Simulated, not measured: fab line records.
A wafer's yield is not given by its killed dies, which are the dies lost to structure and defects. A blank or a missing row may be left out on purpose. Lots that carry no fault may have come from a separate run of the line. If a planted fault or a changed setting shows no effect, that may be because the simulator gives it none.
fab line records -- flow sky130
record lots=11, wafers=33, lastDay=50
route steps=708 shown LI_CONTACT@378 LOCAL_INTERCONNECT@398 CONTACT@408 PAD_OPEN@708
lots that met no fault: taken from a fault-free run of the same line
startH: start of the lot's first displayed wafer, in hours after the record's first day -- waitH: hours elapsed since this lot's preceding step -- " identical to the entry in the row above -- L1.1+2: several wafers, shown together as one row -- - no value, or no start given -- * or withheld: withheld -- < > ~ a bound
route shown NAME@n: names a module that has steps shown in the file, with the first one's number in the route -- usual: average and standard deviation across the fault-free wafers -- same: alike in all rows -- chamber/n: place in a boat -- sites: readings site by site -- _std_site: standard deviation of those values -- _edge_site: the outer-site mean with the inner-site mean subtracted -- radiusMm: how far each site lies from the wafer's centre -- mask NAME#n: copy n -- behind: the last tool/chamber to shape the wafer -- hold: what put the lot on hold/how long, in hours/how the hold closed -- device: names the non-switching transistor (n, p or np) -- end of line: tests run on the same wafers once the route is complete -- for a step that has no rows: nothing shown but its recipe -- killed: count of dies lost to structure and defects at first sort (not the wafer's yield) -- map: a wafer's dies, x killed, . not, _ none there
set.NAME: the setting as run; set.NAME@STEP: as run at that earlier step -- model.NAME: the simulator's own value behind a step, which no gauge read
the route's steps for a sample of lots (tables are steps, rows are wafers)
services: from which hour (startH, from the record's first day; less than 0 if before it) a tool's chamber was out of use, for how many hours, and why
## steps
# step SKY_LI_CONTACT_STRIP_16
# recipe chemistry=O2/N2, powerW=1400, pressureMtorr=1500, platenTempC=withheld, o2FlowSccm=3000, n2FlowSccm=300, overashFraction=0.5
# usual drypumpMotorCurrentA=5.6/0.36, o2FlowSccm=2999/8.8, oesProductAu=0.376/0.0052, stripTimeToEndpointS=3.50/0.043
# same overashFraction=0.5
lot.wafer,tool,chamber,startH,waitH,drypumpMotorCurrentA,o2FlowSccm,oesProductAu,rfHoursCounterH,stripTimeToEndpointS
L312.2,plasmaAsher-03,0,681.03,-,5.8,3005,0.373,25,3.53
L312.4,plasmaAsher-03,1,681.03,-,6.0,2995,0.380,-,3.47
L312.5,plasmaAsher-03,0,681.03,-,5.8,3024,0.377,-,3.52
L315.2,plasmaAsher-01,1,700.99,-,5.8,3013,0.367,54,3.46
L315.3,plasmaAsher-01,0,700.99,-,5.4,3024,0.375,-,3.49
L315.6,plasmaAsher-01,1,700.99,-,5.9,3006,0.377,-,3.48
L317.2,plasmaAsher-01,0,727.34,-,5.3,3008,0.385,57,3.52
L317.4,plasmaAsher-01,1,727.34,-,5.8,2996,0.377,-,3.56
L317.6,plasmaAsher-01,1,727.34,-,5.8,2982,0.389,-,3.58
L318.2,plasmaAsher-03,1,737.18,-,6.0,3004,0.373,32,3.50
L318.4,plasmaAsher-03,1,737.18,-,6.0,3005,0.378,-,3.50
L318.5,plasmaAsher-03,0,737.18,-,5.8,2995,0.382,-,3.53
L319.2,plasmaAsher-03,1,756.24,-,5.9,3003,0.375,34,3.49
L319.4,plasmaAsher-03,1,756.24,-,6.0,2995,0.374,-,3.48
L319.5,plasmaAsher-03,1,756.24,-,5.9,2999,0.386,-,3.51
L322.1,plasmaAsher-03,1,766.44,-,6.0,2992,0.374,35,3.45
L322.3,plasmaAsher-03,1,766.44,-,6.0,2996,0.377,-,3.51
L322.4,plasmaAsher-03,0,766.44,-,5.8,2995,0.373,-,3.53
L320.1,plasmaAsher-04,1,769.68,-,5.9,2990,0.374,93,3.45
L320.5,plasmaAsher-04,1,769.68,-,5.9,2990,0.370,-,3.44
L320.6,plasmaAsher-04,0,769.68,-,5.0,3001,0.386,-,3.53
L323.2,plasmaAsher-04,0,775.01,-,4.9,2992,0.382,93,3.58
L323.3,plasmaAsher-04,1,775.01,-,5.8,2987,0.382,-,3.50
L323.4,plasmaAsher-04,0,775.01,-,4.9,2984,0.375,-,3.44
L330.1,plasmaAsher-01,0,822.13,-,5.3,3009,0.372,66,3.49
L330.5,plasmaAsher-01,0,822.13,-,5.3,3000,0.374,-,3.56
L330.6,plasmaAsher-01,1,822.13,-,5.8,3010,0.383,-,3.54
L332.2,plasmaAsher-01,0,829.48,-,5.3,2983,0.374,67,3.46
L332.4,plasmaAsher-01,1,829.48,-,5.8,2992,0.375,-,3.47
L332.5,plasmaAsher-01,1,829.48,-,5.8,3007,0.373,-,3.49
L333.1,plasmaAsher-01,1,846.71,-,5.8,3008,0.379,69,3.49
L333.2,plasmaAsher-01,0,846.71,-,5.3,2995,0.378,69,3.50
L333.6,plasmaAsher-01,0,846.71,-,5.3,2998,0.377,-,3.51
# step SKY_LOCAL_INTERCONNECT_CD_MEAS_11
# recipe targetCdNm=170
# usual cdNm=169.7/1.2
lot.wafer,tool,chamber,startH,waitH,cdNm
L312.2,cdSem-01,-,710.42,-,170.6
L312.4,cdSem-01,-,710.42,-,169.0
L312.5,cdSem-01,-,710.42,-,168.7
L315.2,cdSem-01,-,729.66,-,166.1
L315.3,cdSem-01,-,729.66,-,167.4
L315.6,cdSem-01,-,729.66,-,165.8
L317.2,cdSem-02,-,755.33,-,170.4
L317.4,cdSem-02,-,755.33,-,170.9
L317.6,cdSem-02,-,755.33,-,172.0
L318.2,cdSem-02,-,765.02,-,167.9
L318.4,cdSem-02,-,765.02,-,169.3
L318.5,cdSem-02,-,765.02,-,169.8
L319.2,cdSem-02,-,784.57,-,168.8
L319.4,cdSem-02,-,784.57,-,168.1
L319.5,cdSem-02,-,784.57,-,167.7
L322.1,cdSem-02,-,794.35,-,171.7
L322.3,cdSem-02,-,794.35,-,170.9
L322.4,cdSem-02,-,794.35,-,170.9
L320.1,cdSem-01,-,797.76,-,169.4
L320.5,cdSem-01,-,797.76,-,169.7
L320.6,cdSem-01,-,797.76,-,169.7
L323.2,cdSem-01,-,802.53,-,170.8
L323.3,cdSem-01,-,802.53,-,170.2
L323.4,cdSem-01,-,802.53,-,169.2
L330.1,cdSem-01,-,849.21,-,172.1
L330.5,cdSem-01,-,849.21,-,170.0
L330.6,cdSem-01,-,849.21,-,170.6
L332.2,cdSem-01,-,856.63,-,171.9
L332.4,cdSem-01,-,856.63,-,169.0
L332.5,cdSem-01,-,856.63,-,170.7
L333.1,cdSem-02,-,873.31,-,170.8
L333.2,cdSem-02,-,873.31,-,171.4
L333.6,cdSem-02,-,873.31,-,171.3
# step SKY_CONTACT_HDPCVD_02
# recipe material=SiO2, targetThkNm=565, sigmaOpenFrac=0.3, timeS=94.2, tempC=600, sih4FlowSccm=60, pressureMtorr=6
lot.wafer,tool,chamber,startH,waitH
L312.2+4+5,hdpcvd-02,"0,2,1",711.36,0.0
L315.2+3+6,hdpcvd-02,"2,1,2",730.63,0.0
L317.2+4+6,hdpcvd-02,"0,1,0",756.27,0.0
L318.2+4+5,hdpcvd-02,"1,0,1",765.97,0.0
L319.2+4+5,hdpcvd-01,"1,0,1",785.51,0.0
L322.1+3+4,hdpcvd-02,"0,2,2",795.35,0.1
L320.1+5+6,hdpcvd-02,"1,2,1",798.74,0.1
L323.2+3+4,hdpcvd-01,"1,2,1",803.87,0.0
L330.1+5+6,hdpcvd-01,"2,1,0",850.32,0.1
L332.2+4+5,hdpcvd-01,"0,1,2",857.71,0.0
L333.1+2+6,hdpcvd-02,"2,0,1",874.27,0.1
# step SKY_CONTACT_THK_MEAS_03
# recipe reads=SiO2_of_CONTACT_HDPCVD_02
# usual CONTACT_HDPCVD_THK=566/5.6
lot.wafer,tool,chamber,startH,waitH,CONTACT_HDPCVD_THK[nm]
L312.2,filmMetro-02,-,711.43,0.0,560
L312.4,filmMetro-02,-,711.43,0.0,573
L312.5,filmMetro-02,-,711.43,0.0,569
L315.2,filmMetro-02,-,730.71,0.0,567
L315.3,filmMetro-02,-,730.71,0.0,560
L315.6,filmMetro-02,-,730.71,0.0,572
L317.2,filmMetro-03,-,756.35,0.0,561
L317.4,filmMetro-03,-,756.35,0.0,566
L317.6,filmMetro-03,-,756.35,0.0,555
L318.2,filmMetro-02,-,766.05,0.0,562
L318.4,filmMetro-02,-,766.05,0.0,563
L318.5,filmMetro-02,-,766.05,0.0,568
L319.2,filmMetro-02,-,785.59,0.0,563
L319.4,filmMetro-02,-,785.59,0.0,564
L319.5,filmMetro-02,-,785.59,0.0,565
L322.1,filmMetro-03,-,795.42,0.0,569
L322.3,filmMetro-03,-,795.42,0.0,805
L322.4,filmMetro-03,-,795.42,0.0,799
L320.1,filmMetro-04,-,798.81,0.0,562
L320.5,filmMetro-04,-,798.81,0.0,798
L320.6,filmMetro-04,-,798.81,0.0,561
L323.2,filmMetro-02,-,803.95,0.0,568
L323.3,filmMetro-02,-,803.95,0.0,556
L323.4,filmMetro-02,-,803.95,0.0,574
L330.1,filmMetro-04,-,850.38,0.0,562
L330.5,filmMetro-04,-,850.38,0.0,569
L330.6,filmMetro-04,-,850.38,0.0,567
L332.2,filmMetro-02,-,857.79,0.0,564
L332.4,filmMetro-02,-,857.79,0.0,572
L332.5,filmMetro-02,-,857.79,0.0,566
L333.1,filmMetro-04,-,874.34,0.0,574
L333.2,filmMetro-04,-,874.34,0.0,561
L333.6,filmMetro-04,-,874.34,0.0,567
# step SKY_CONTACT_CMP_04
# recipe material=SiO2, downForcePsi=4, platenRpm=60, padVelocityMS=0.94248
# usual motorCurrentA=12.0/1.5, platenRpm=60.01/0.039, timeToEndpointS=85/3.7
lot.wafer,tool,chamber,startH,waitH,motorCurrentA,platenRpm,timeToEndpointS
L312.2,cmp-02,1,711.53,0.1,11.8,60.04,80
L312.4,cmp-02,3,711.53,0.1,11.4,60.01,86
L312.5,cmp-02,1,711.53,0.1,12.1,60.01,85
L315.3,cmp-01,2,730.76,0.0,12.2,60.01,82
L315.2,cmp-01,0,730.76,0.0,14.9,60.08,92
L315.6,cmp-01,3,730.76,0.0,10.8,60.05,85
L317.2,cmp-02,2,756.50,0.1,9.8,59.96,81
L317.4,cmp-02,3,756.50,0.1,12.1,60.07,80
L317.6,cmp-02,1,756.50,0.1,11.7,59.98,77
L318.4,cmp-01,1,766.10,0.0,11.5,60.03,87
L318.2,cmp-01,0,766.10,0.0,15.2,60.00,89
L318.5,cmp-01,1,766.10,0.0,11.1,60.03,91
L319.4,cmp-02,2,785.74,0.1,10.0,60.03,82
L319.2,cmp-02,3,785.74,0.1,12.0,60.01,80
L319.5,cmp-02,0,785.74,0.1,14.3,60.06,89
L322.3,cmp-02,3,795.48,0.0,11.5,60.04,169
L322.4,cmp-02,0,795.48,0.0,13.3,60.06,176
L322.1,cmp-02,1,795.48,0.0,11.6,60.01,82
L320.1,cmp-02,3,798.97,0.1,12.0,59.98,81
L320.5,cmp-02,1,798.97,0.1,11.6,59.94,173
L320.6,cmp-02,2,798.97,0.1,10.1,59.98,83
L323.3,cmp-02,0,804.00,0.0,13.3,59.99,84
L323.4,cmp-02,1,804.00,0.0,11.8,59.97,82
L323.2,cmp-02,2,804.00,0.0,10.1,60.02,80
L330.1,cmp-02,3,850.44,0.1,12.0,59.98,79
L330.5,cmp-02,3,850.44,0.1,11.4,59.97,80
L330.6,cmp-02,0,850.44,0.1,13.3,59.96,87
L332.4,cmp-01,3,857.89,0.1,11.2,60.03,92
L332.2,cmp-01,1,857.89,0.1,10.9,60.03,88
L332.5,cmp-01,2,857.89,0.1,12.8,60.05,87
L333.1,cmp-01,3,874.40,0.1,10.5,60.01,87
L333.2,cmp-01,1,874.40,0.1,10.6,59.99,83
L333.6,cmp-01,3,874.40,0.1,10.8,60.03,86
# step SKY_CONTACT_ETCH_16
# recipe chemistry=N2/H2, target=BARC, ionEnergyEv=200, sourceW=500, biasW=100, pressureMtorr=30, n2FlowSccm=100, h2FlowSccm=200, stopOn=SiO2, timeS=45.9, targetDepthA=600
# usual drypumpMotorCurrentA=5.8/0.43, oesProductAu=0.855/0.0047, throttleValvePct=13.224/0.0085
lot.wafer,tool,chamber,startH,waitH,drypumpMotorCurrentA,oesProductAu,rfHoursCounterH,throttleValvePct
L312.2,rieDiel-01,3,739.14,0.0,6.4,0.856,6,13.221
L312.4,rieDiel-01,1,739.14,0.0,5.7,0.861,10,13.222
L312.5,rieDiel-01,1,739.14,0.0,5.7,0.856,-,13.233
L315.2,rieDiel-03,0,758.93,0.0,5.8,0.850,6,13.232
L315.3,rieDiel-03,1,758.93,0.0,5.4,0.858,3,13.224
L315.6,rieDiel-03,0,758.93,0.0,5.8,0.851,-,13.220
L317.2,rieDiel-02,1,783.56,0.0,5.8,0.848,12,13.223
L317.4,rieDiel-02,0,783.56,0.0,5.4,0.855,15,13.215
L317.6,rieDiel-02,0,783.56,0.0,5.4,0.851,-,13.228
L318.2,rieDiel-01,2,793.04,0.0,6.3,0.852,13,13.220
L318.4,rieDiel-01,3,793.04,0.0,6.3,0.854,8,13.217
L318.5,rieDiel-01,0,793.04,0.0,5.5,0.849,-,13.225
L319.2,rieDiel-01,0,813.24,0.0,5.5,0.860,12,13.244
L319.4,rieDiel-01,2,813.24,0.0,6.3,0.849,14,13.227
L319.5,rieDiel-01,3,813.24,0.0,6.3,0.852,-,13.208
L322.1,rieDiel-03,1,821.89,0.0,5.4,0.851,5,13.231
L322.3,rieDiel-03,0,821.89,0.0,5.8,0.847,8,13.228
L322.4,rieDiel-03,2,821.89,0.0,5.1,0.852,14,13.229
L320.1,rieDiel-01,1,825.54,0.0,5.7,0.854,12,13.231
L320.5,rieDiel-01,1,825.54,0.0,5.7,0.853,-,13.231
L320.6,rieDiel-01,2,825.54,0.0,6.3,0.856,-,13.226
L323.2,rieDiel-02,1,830.84,0.0,5.8,0.855,14,13.223
L323.3,rieDiel-02,0,830.84,0.0,5.5,0.856,16,13.241
L323.4,rieDiel-02,3,830.84,0.0,6.4,0.861,21,13.235
L330.1,rieDiel-01,2,876.64,0.0,6.2,0.860,16,13.223
L330.5,rieDiel-01,0,876.64,0.0,5.5,0.870,-,13.221
L330.6,rieDiel-01,1,876.64,0.0,5.7,0.861,-,13.223
L332.2,rieDiel-03,0,884.44,0.0,5.8,0.854,10,13.217
L332.4,rieDiel-03,3,884.44,0.0,6.3,0.852,4,13.219
L332.5,rieDiel-03,2,884.44,0.0,5.1,0.850,-,13.239
L333.1,rieDiel-03,0,900.58,0.0,5.8,0.852,10,13.228
L333.2,rieDiel-03,1,900.58,0.0,5.4,0.856,7,13.227
L333.6,rieDiel-03,0,900.58,0.0,5.8,0.853,-,13.224
# step SKY_PAD_OPEN_PROBE_99
# usual killed_at_M0_to_M3=43/6.5, killed_at_M4_up=3.1/1.8, killedAtContacts=24/4.8, killedAtFrontEnd=15/4.7, killedAtOther=0.3/0.58, killedDies=86/8.6, killedOnRim=17/4.1, killedOpen=47/6.7, killedShort=39/6.1
# same grossDies=492, killedAtBackSide=0
lot.wafer,tool,chamber,startH,waitH,killed_at_M0_to_M3,killed_at_M4_up,killedAtContacts,killedAtFrontEnd,killedAtOther,killedDies,killedOnRim,killedOpen,killedShort
L320.1,prober-01,-,1143.43,0.1,39,2,30,15,1,87,17,45,42
L320.5,prober-01,-,1143.63,0.2,44,8,16,11,1,80,14,50,30
L320.6,prober-01,-,1143.68,0.2,50,4,25,16,1,96,14,50,46
L323.2,prober-01,-,1145.46,0.1,56,2,17,19,0,94,24,50,44
L323.3,prober-01,-,1145.51,0.2,52,2,24,17,0,95,16,43,52
L323.4,prober-01,-,1145.56,0.2,53,1,23,24,1,102,19,55,47
L330.1,prober-01,-,1177.89,0.1,38,1,27,14,0,80,19,39,41
L330.5,prober-01,-,1178.09,0.2,35,3,28,18,0,84,16,48,36
L330.6,prober-01,-,1178.14,0.2,34,3,25,16,0,78,15,47,31
# killed by level:class
L320.1 CONTACT:geometricParticle:open=14 VIA1:geometricParticle:open=9 LOCAL_INTERCONNECT:geometricParticle:short=8 METAL2:geometricParticle:short=7 METAL1:geometricParticle:short=5 POLY_GATE:geometricParticle:open=5 VIA2:geometricParticle:open=5 POLY_GATE:geometricParticle:short=4
L320.5 VIA1:geometricParticle:open=13 VIA3:geometricParticle:open=10 LI_CONTACT:geometricParticle:open=5 CONTACT:geometricParticle:open=5 METAL1:geometricParticle:short=4 VIA1:geometricParticle:short=4 VIA2:geometricParticle:open=4 METAL4:geometricParticle:open=4
L320.6 VIA1:geometricParticle:open=12 METAL2:geometricParticle:short=11 CONTACT:geometricParticle:open=10 FIELD_ISO:geometricParticle:short=5 LI_CONTACT:geometricParticle:open=5 CONTACT:geometricParticle:short=5 METAL1:geometricParticle:short=5 METAL2:geometricParticle:open=5
L323.2 VIA1:geometricParticle:open=18 VIA3:geometricParticle:open=12 FIELD_ISO:geometricParticle:short=8 METAL2:geometricParticle:short=6 VIA3:geometricParticle:short=6 LOCAL_INTERCONNECT:geometricParticle:short=5 FIELD_ISO:geometricParticle:open=4 POLY_GATE:geometricParticle:short=4
L323.3 VIA1:geometricParticle:short=9 CONTACT:geometricParticle:open=9 VIA3:geometricParticle:open=9 VIA1:geometricParticle:open=9 FIELD_ISO:geometricParticle:short=8 VIA2:geometricParticle:open=6 LI_CONTACT:geometricParticle:short=5 METAL1:geometricParticle:short=5
L323.4 VIA1:geometricParticle:open=20 FIELD_ISO:geometricParticle:short=13 LI_CONTACT:geometricParticle:open=9 VIA2:geometricParticle:open=8 VIA3:geometricParticle:open=6 LOCAL_INTERCONNECT:geometricParticle:short=5 VIA1:geometricParticle:short=5 FIELD_ISO:geometricParticle:open=4
L330.1 CONTACT:geometricParticle:short=9 CONTACT:geometricParticle:open=8 METAL2:geometricParticle:short=8 METAL1:geometricParticle:short=7 VIA2:geometricParticle:open=7 LI_CONTACT:geometricParticle:open=6 VIA3:geometricParticle:open=5 FIELD_ISO:geometricParticle:open=3
L330.5 VIA1:geometricParticle:open=11 CONTACT:geometricParticle:open=9 LI_CONTACT:geometricParticle:open=7 CONTACT:geometricParticle:short=7 VIA3:geometricParticle:open=6 POLY_GATE:geometricParticle:short=6 METAL1:geometricParticle:short=5 VIA3:geometricParticle:short=4
L330.6 CONTACT:geometricParticle:open=10 VIA1:geometricParticle:open=10 CONTACT:geometricParticle:short=7 POLY_GATE:geometricParticle:short=6 VIA3:geometricParticle:open=5 FIELD_ISO:geometricParticle:open=4 LI_CONTACT:geometricParticle:open=4 VIA1:geometricParticle:short=4
## services
tool,chamber,startH,hours,kind
cmp-01,-,662.79,0.7,repair
rieDiel-01,-,676.61,2.8,pm
rieDiel-01,1,681.05,3.9,repair
rieDiel-03,-,691.06,0.8,repair
hdpcvd-01,-,694.84,1.6,repair
cmp-01,-,698.30,1.7,repair
cmp-01,-,717.35,1.3,repair
rieDiel-03,3,726.01,6.9,repair
cmp-02,-,729.93,1.0,repair
hdpcvd-01,2,740.36,10.4,repair
rieDiel-01,-,741.73,0.2,repair
cmp-01,-,744.00,4.0,pm
plasmaAsher-01,-,746.33,2.8,pm
hdpcvd-01,1,757.22,3.0,repair
rieDiel-03,-,768.83,0.3,repair
rieDiel-03,1,773.13,4.5,repair
rieDiel-03,0,789.49,15.7,repair
cmp-02,-,796.46,1.3,repair
cmp-02,-,797.64,0.9,repair
hdpcvd-01,-,832.33,2.8,pm
cmp-01,-,833.52,9.6,repair
hdpcvd-01,-,836.89,0.6,repair
rieDiel-01,2,854.35,3.8,repair
rieDiel-01,0,889.51,15.0,repair
## key
firstSign step=SKY_CONTACT_THK_MEAS_03, reading=CONTACT_HDPCVD_THK, direction=up, sigmas=42, usual=566, struck=801
effect step=SKY_CONTACT_CMP_04, reading=timeToEndpointS, direction=up, sigmas=24, usual=*, struck=*
metAt SKY_CONTACT_HDPCVD_02
struckLots L320,L322
struckWafers L320.5,L322.3,L322.4
testerLeftOut L320,L322
notActingAt SKY_LI_CONTACT_STRIP_16,SKY_LOCAL_INTERCONNECT_CD_MEAS_11,SKY_CONTACT_ETCH_16
onsetBetween 730.63 795.35
fault kind=processParameterDrift, tool=hdpcvd-02, chamber=2, onsetH=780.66, steps=SKY_CONTACT_HDPCVD_02, channel=targetThkNm, offset=230.03, shape=step, endH=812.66, actsIn=theseRecipesOnly, stated=565
# testerLeftOut: of these lots the tester's yield and bins aren't shown, on N5 and GAA mostly nor the transistor test; their killed dies are dies lost to structure and defects alone, not to doping, threshold or leakage, so they don't give the yield
